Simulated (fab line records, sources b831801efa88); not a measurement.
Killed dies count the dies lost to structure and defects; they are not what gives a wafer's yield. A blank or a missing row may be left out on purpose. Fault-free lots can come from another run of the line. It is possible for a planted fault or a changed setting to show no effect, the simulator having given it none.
2 desks looking at one fault | flow sfq-line | each desk has only its own numbers; what lay behind them comes last

== FOR THE TOOL OWNER'S DESK: pecvd-02 ==
The tool's own readings at SFQ_TRILAYER_L0_CAP_PECVD_011 (deposits SiO2 from SiH4/N2O, time 13.333 s, target thk 60 nm): means of the sampled wafers that have a number, for each lot that ran on this tool. Marked OUT: a lot whose mean sits more than 4 standard deviations from the usual mean, which makes it out of limits; the brackets give that distance.
Columns: A = heater-power-w at SFQ_TRILAYER_L0_CAP_PECVD_011, usual 93 W; B = throttle-valve-pct at SFQ_TRILAYER_L0_CAP_PECVD_011, usual 24.1 %
lot  | first seen here | A  | B
L134 | day 5 13:55     | 79 | 23.8
L137 | day 6 05:01     | 73 | 24.6
L146 | day 8 21:58     | 83 | 23.1
L148 | day 9 17:25     | 78 | 23.6
This desk's verdict: no lot among the 4 shows anything out of limits.

== AT THE METROLOGY DESK ==
Means of the sampled wafers that have a number, per lot and without regard to the tool the lot ran on: this is what the gauges read. Marked OUT: a lot whose mean sits more than 4 standard deviations from the usual mean, which makes it out of limits; the brackets give that distance.
Columns: A = L0_MONX_KI_RS at SFQ_L0_RS_MEAS_901, usual 43.5 ohm/sq
lot  | first seen here | A
L128 | day 1 12:34     | 43.6
L129 | day 1 17:34     | 42.9
L130 | day 1 22:35     | 44.1
L131 | day 2 03:36     | 43.8
L132 | day 2 08:34     | 43.6
L133 | day 2 13:34     | 43.3
L134 | day 2 18:34     | 42.6
L135 | day 2 23:34     | 43.5
L136 | day 3 04:35     | 44.3
L137 | day 3 09:34     | 43.0
L146 | day 5 06:34     | 43.5
L148 | day 5 16:36     | 43.6
L149 | day 5 21:36     | 43.8
L150 | day 6 02:35     | 43.9
This desk's verdict: no lot among the 14 shows anything out of limits.

== PUT TOGETHER ==
The tool owner's desk saw nothing out of limits.
Nothing out of limits was seen by the metrology desk.

== WHAT THE SIMULATOR HAD INSERTED ==
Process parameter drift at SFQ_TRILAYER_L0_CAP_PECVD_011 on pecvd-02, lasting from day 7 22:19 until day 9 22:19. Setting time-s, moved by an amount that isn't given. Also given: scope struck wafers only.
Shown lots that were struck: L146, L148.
